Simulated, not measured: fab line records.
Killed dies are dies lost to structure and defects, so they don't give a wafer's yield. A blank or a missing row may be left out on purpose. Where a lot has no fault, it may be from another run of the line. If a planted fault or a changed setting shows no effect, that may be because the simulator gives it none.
Chamber matching || flow sky130 || SKY_VIA1_CMP_24 on cmp-01: 4 sister chambers
The step polishes, stops on SiO2, t overpolish 15 s, target thk 0 nm. 8 wafers are shown with their chamber, then 8 later ones without.

## EACH WAFER AND ITS CHAMBER
{"wafer": "L081.1", "chamber": 3, "motor-current-A (A)": 9.2, "overpolish-run-s (s)": 14.997}
{"wafer": "L081.3", "chamber": 0, "motor-current-A (A)": 10.9, "overpolish-run-s (s)": 14.994}
{"wafer": "L081.5", "chamber": 2, "motor-current-A (A)": 13.5, "overpolish-run-s (s)": 15.001}
{"wafer": "L081.6", "chamber": 1, "motor-current-A (A)": 8.9, "overpolish-run-s (s)": 15.025}
{"wafer": "L082.1", "chamber": 2, "motor-current-A (A)": 13.1, "overpolish-run-s (s)": 14.985}
{"wafer": "L082.2", "chamber": 1, "motor-current-A (A)": 9.0, "overpolish-run-s (s)": 15.000}
{"wafer": "L082.3", "chamber": 3, "motor-current-A (A)": 9.9, "overpolish-run-s (s)": 15.002}
{"wafer": "L082.4", "chamber": 0, "motor-current-A (A)": 11.3, "overpolish-run-s (s)": 15.001}

## WAFERS WHOSE CHAMBER IS MISSING
{"wafer": "L082.5", "motor-current-A (A)": 12.8, "overpolish-run-s (s)": 14.990}
{"wafer": "L082.6", "motor-current-A (A)": 8.6, "overpolish-run-s (s)": 15.008}
{"wafer": "L084.1", "motor-current-A (A)": 9.8, "overpolish-run-s (s)": 15.009}
{"wafer": "L084.2", "motor-current-A (A)": 11.3, "overpolish-run-s (s)": 14.993}
{"wafer": "L084.3", "motor-current-A (A)": 9.1, "overpolish-run-s (s)": 14.989}
{"wafer": "L084.4", "motor-current-A (A)": 13.2, "overpolish-run-s (s)": 15.020}
{"wafer": "L084.5", "motor-current-A (A)": 9.6, "overpolish-run-s (s)": 14.987}
{"wafer": "L084.6", "motor-current-A (A)": 11.3, "overpolish-run-s (s)": 14.996}

## WHICH CHAMBER EACH ONE RAN IN
{"wafer": "L082.5", "from the rows above": 2, "in truth": 2}
{"wafer": "L082.6", "from the rows above": "can't be placed: 1 or 3", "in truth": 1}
{"wafer": "L084.1", "from the rows above": "can't be placed: 3 or 1", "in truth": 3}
{"wafer": "L084.2", "from the rows above": 0, "in truth": 0}
{"wafer": "L084.3", "from the rows above": "can't be placed: 3 or 1", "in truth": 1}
{"wafer": "L084.4", "from the rows above": 2, "in truth": 2}
{"wafer": "L084.5", "from the rows above": "can't be placed: 3 or 1", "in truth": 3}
{"wafer": "L084.6", "from the rows above": 0, "in truth": 0}
Placed correctly: 4 of 8. Can't be placed from these rows: 4 (the true chamber is among the candidates in 4). Wrongly placed: 0.
How it was worked out, from the rows above alone: a wafer's distance from a chamber is the root of the sum, over the readings, of the square of ((its reading less the chamber's mean) divided by the reading's scatter). The wafer belongs to the nearest chamber; if the next one is less than 2 further off, it can't be placed. A chamber's mean is the mean of its shown wafers. The scatter: the root of (the sum of the squares of (reading less its chamber's mean) over the shown wafers, divided by (wafers less chambers)).
